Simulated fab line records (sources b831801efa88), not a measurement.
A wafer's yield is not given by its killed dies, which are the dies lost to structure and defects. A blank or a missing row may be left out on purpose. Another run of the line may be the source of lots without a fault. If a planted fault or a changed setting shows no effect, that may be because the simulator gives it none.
Chamber matching / flow gf180mcu / GF_STI_ETCH_14 on rieSi-01: 4 sister chambers
The step etches Si in HBr/Cl2/O2, target depth 360 nm, time 102.9 s. 8 wafers are shown with their chamber, then 7 later ones without.

== EACH WAFER AND ITS CHAMBER ==
wafer=L495.2; chamber=3; drypumpMotorCurrentA (A)=6.35; oesProductAu (a.u.)=0.991
wafer=L498.2; chamber=2; drypumpMotorCurrentA (A)=6.37; oesProductAu (a.u.)=0.996
wafer=L498.5; chamber=0; drypumpMotorCurrentA (A)=6.07; oesProductAu (a.u.)=1.009
wafer=L500.1; chamber=0; drypumpMotorCurrentA (A)=6.08; oesProductAu (a.u.)=1.007
wafer=L500.2; chamber=1; drypumpMotorCurrentA (A)=6.09; oesProductAu (a.u.)=1.010
wafer=L500.5; chamber=1; drypumpMotorCurrentA (A)=6.11; oesProductAu (a.u.)=1.015
wafer=L506.1; chamber=2; drypumpMotorCurrentA (A)=6.38; oesProductAu (a.u.)=0.994
wafer=L506.2; chamber=3; drypumpMotorCurrentA (A)=6.38; oesProductAu (a.u.)=0.992

== WAFERS WITHOUT THEIR CHAMBER ==
wafer=L506.6; drypumpMotorCurrentA (A)=6.36; oesProductAu (a.u.)=0.988
wafer=L509.1; drypumpMotorCurrentA (A)=6.11; oesProductAu (a.u.)=1.001
wafer=L509.4; drypumpMotorCurrentA (A)=6.36; oesProductAu (a.u.)=0.996
wafer=L509.5; drypumpMotorCurrentA (A)=6.38; oesProductAu (a.u.)=0.992
wafer=L512.1; drypumpMotorCurrentA (A)=6.31; oesProductAu (a.u.)=0.993
wafer=L512.3; drypumpMotorCurrentA (A)=6.38; oesProductAu (a.u.)=0.990
wafer=L512.5; drypumpMotorCurrentA (A)=6.37; oesProductAu (a.u.)=1.000

== WHICH CHAMBER EACH ONE RAN IN ==
wafer=L506.6; from the rows above=can't be placed: 3 or 2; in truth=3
wafer=L509.1; from the rows above=can't be placed: 0 or 1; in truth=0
wafer=L509.4; from the rows above=can't be placed: 2 or 3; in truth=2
wafer=L509.5; from the rows above=can't be placed: 3 or 2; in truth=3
wafer=L512.1; from the rows above=can't be placed: 3 or 2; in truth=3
wafer=L512.3; from the rows above=can't be placed: 3 or 2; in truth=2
wafer=L512.5; from the rows above=can't be placed: 2 or 3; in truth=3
Correct placement for 0 of the 7. These rows do not allow placing 7 (true chamber among the candidates in 7). 0 placed wrongly.
How it was worked out, from the rows above alone: a wafer's distance from a chamber is the root of the sum, over the readings, of the square of ((its reading less the chamber's mean) divided by the reading's scatter). If the next closest chamber is less than 2 further off than the closest, the wafer can't be placed; otherwise it belongs to the closest. Each chamber's mean is taken over the wafers shown for it. The scatter is the square root of a quotient: the sum, over the shown wafers, of each reading's squared deviation from its chamber's mean, divided by wafers minus chambers.
